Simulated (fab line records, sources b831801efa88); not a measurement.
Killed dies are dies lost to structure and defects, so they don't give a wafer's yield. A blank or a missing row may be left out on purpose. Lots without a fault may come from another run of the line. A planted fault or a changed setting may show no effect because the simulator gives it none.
Which tool did it? | flow gf180mcu | 12 lots, 36 wafers sampled, at 3 steps of a route of 602

WHAT THE GAUGES READ, wafer by wafer
GF_STI_BOW_MEAS_00. Usual: INCOMING_BOW -2 um, standard deviation 6.5.
lot  | measured    | on            | INCOMING_BOW (um) | flag
L631 | day 1 10:00 | film_metro-02 | 0 -7 -2           |
L632 | day 1 15:01 | film_metro-02 | -10 3 -8          |
L636 | day 2 11:01 | film_metro-02 | 4 10 7            |
L637 | day 2 16:02 | film_metro-03 | -4 -8 2           |
L639 | day 3 02:00 | film_metro-02 | -7 -1 -9          |
L640 | day 3 07:04 | film_metro-01 | -8 0 -1           |
L642 | day 3 17:00 | film_metro-02 | 3 -3 -9           |
L645 | day 4 08:00 | film_metro-01 | -7 3 -3           |
L646 | day 4 13:01 | film_metro-03 | 15 11 1           |
L648 | day 4 23:02 | film_metro-03 | -3 -17 3          |
L650 | day 5 09:01 | film_metro-03 | -14 -5 -9         |
L654 | day 6 05:01 | film_metro-01 | -6 -4 -5          |

GF_VT_IMPLANT_RS_MEAS_46: measures by four-point-probe. Usual: MVSD_RS 456.6 ohm/sq, standard deviation 1.
lot  | measured     | on            | MVSD_RS (ohm/sq)                    | flag
L631 | day 7 16:43  | film_metro-03 | 456.2 455.3 454.9                   |
L632 | day 8 00:19  | film_metro-03 | 456.6 458.1 456.2                   |
L636 | day 9 00:28  | film_metro-02 | 456.8 455.6 455.2                   |
L637 | day 9 07:34  | film_metro-02 | 456.4 454.9 454.5                   |
L639 | day 9 19:37  | film_metro-04 | 454.8 454.8 455.4                   |
L640 | day 10 01:19 | film_metro-02 | 455.7 455.9 454.6                   |
L642 | day 10 15:05 | film_metro-03 | 454.9 455.4 455.9                   |
L645 | day 11 12:26 | film_metro-03 | 520.3 520.3 518.5 519.3 520.1 518.8 | OFF
L646 | day 11 22:55 | film_metro-04 | 518.4 518.3 519.3 517.9 518.8 519.8 | OFF
L648 | day 12 11:37 | film_metro-04 | 456.6 456.5 457.5                   |
L650 | day 12 23:24 | film_metro-03 | 456.9 456.6 458.7                   |
L654 | day 14 05:52 | film_metro-03 | 456.3 457.5 456.1                   |

WHICH TOOL RAN EACH LOT (tool, then ch and the chambers of the sampled wafers, then the start)
lot  | GF_MVSD_IMPLANT_09
L631 | implanter-01 ch 0, day 4 13:09
L632 | implanter-01 ch 0, day 4 19:49
L636 | implanter-01 ch 0, day 5 16:43
L637 | implanter-03 ch 0, day 5 21:03
L639 | implanter-01 ch 0, day 6 09:24
L640 | implanter-01 ch 0, day 6 14:44
L642 | implanter-01 ch 0, day 7 02:20
L645 | implanter-01 ch 0, day 7 20:08
L646 | implanter-01 ch 0, day 8 04:15
L648 | implanter-04 ch 0, day 8 15:08
L650 | implanter-04 ch 0, day 9 00:43
L654 | implanter-03 ch 0, day 10 02:37
- GF_MVSD_IMPLANT_09

WHAT THE TOOLS THEMSELVES READ (means of the sampled wafers that have a number; where no wafer has one, the mark that the record gives instead)
GF_MVSD_IMPLANT_09. Usual: beam_energy_keV 100.00, standard deviation 0.029; dose_ions_cm2 5e+12, standard deviation 5.5e+09; end_station_pressure_torr 5.01e-06 Torr, standard deviation 2.6e-07; faraday_current_uA 28.2, standard deviation 0.57.
lot  | tool         | beam_energy_keV | dose_ions_cm2 | end_station_pressure_torr (Torr) | faraday_current_uA | flag
L631 | implanter-01 | 100.03          | 5e+12         | 5.00e-06                         | 28.3               |
L632 | implanter-01 | 99.99           | 5e+12         | 5.12e-06                         | 27.8               |
L636 | implanter-01 | 100.01          | 5e+12         | 5.03e-06                         | 27.9               |
L637 | implanter-03 | 100.02          | 5e+12         | 5.12e-06                         | 28.4               |
L639 | implanter-01 | 100.00          | 5e+12         | 5.01e-06                         | 27.9               |
L640 | implanter-01 | 100.01          | 5e+12         | 5.05e-06                         | 28.8               |
L642 | implanter-01 | 100.03          | 5e+12         | 5.03e-06                         | 27.7               |
L645 | implanter-01 | 100.00          | 2e+12         | 4.97e-06                         | 9.9                | OFF
L646 | implanter-01 | 100.00          | 2e+12         | 5.09e-06                         | 9.9                | OFF
L648 | implanter-04 | 100.00          | 5e+12         | 4.75e-06                         | 27.8               |
L650 | implanter-04 | 99.96           | 5e+12         | 4.79e-06                         | 28.4               |
L654 | implanter-03 | 100.03          | 5e+12         | 4.81e-06                         | 27.9               |

THE ANSWER, worked out from the rows above alone
Rule: a lot is off if the mean of its wafers that have a number lies more than 3 standard deviations from the usual mean. A lot without any number at a reading at which 4 lots or more have one is off too. The other lots that the step has rows for count as sound. The gauges are gone through in route order, then the tools' own readings, and for those a lot's mean is taken as printed above. The first step at which some lot is off is used, and at that step the reading that is off furthest; a lot without a number counts as furthest.
Off: L645, L646, at GF_VT_IMPLANT_RS_MEAS_46 (MVSD_RS).
A tool fits if, at a process step before that reading, it ran every lot that is off, and no sound lot after the first of them. The gauges at GF_VT_IMPLANT_RS_MEAS_46 aren't tried: what is off there is off at GF_MVSD_IMPLANT_09 too, on other tools, and a gauge's error can't cause that. One fits: implanter-01 at GF_MVSD_IMPLANT_09. Its last sound lot is L642 (day 7 02:20), its first lot that is off L645 (day 7 20:08): a fault that began between those two fits.
The tool's own readings at GF_MVSD_IMPLANT_09 bear it out: on the lots that are off they differ by more than 5 times the standard deviation of the sound lots' means. dose_ions_cm2 reads 2e+12 there against 5e+12 on the sound lots; faraday_current_uA reads 9.9 there against 28.1 on the sound lots.

WHAT THE SIMULATOR HAD PUT IN
Process parameter drift: implanter-01, from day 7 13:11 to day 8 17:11, at GF_MVSD_IMPLANT_09. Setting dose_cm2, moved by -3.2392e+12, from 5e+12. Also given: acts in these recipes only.
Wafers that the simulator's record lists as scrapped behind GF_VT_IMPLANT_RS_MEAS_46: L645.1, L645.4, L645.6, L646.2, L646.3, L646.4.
Lots struck among those shown: L645, L646. The rule above found the same.
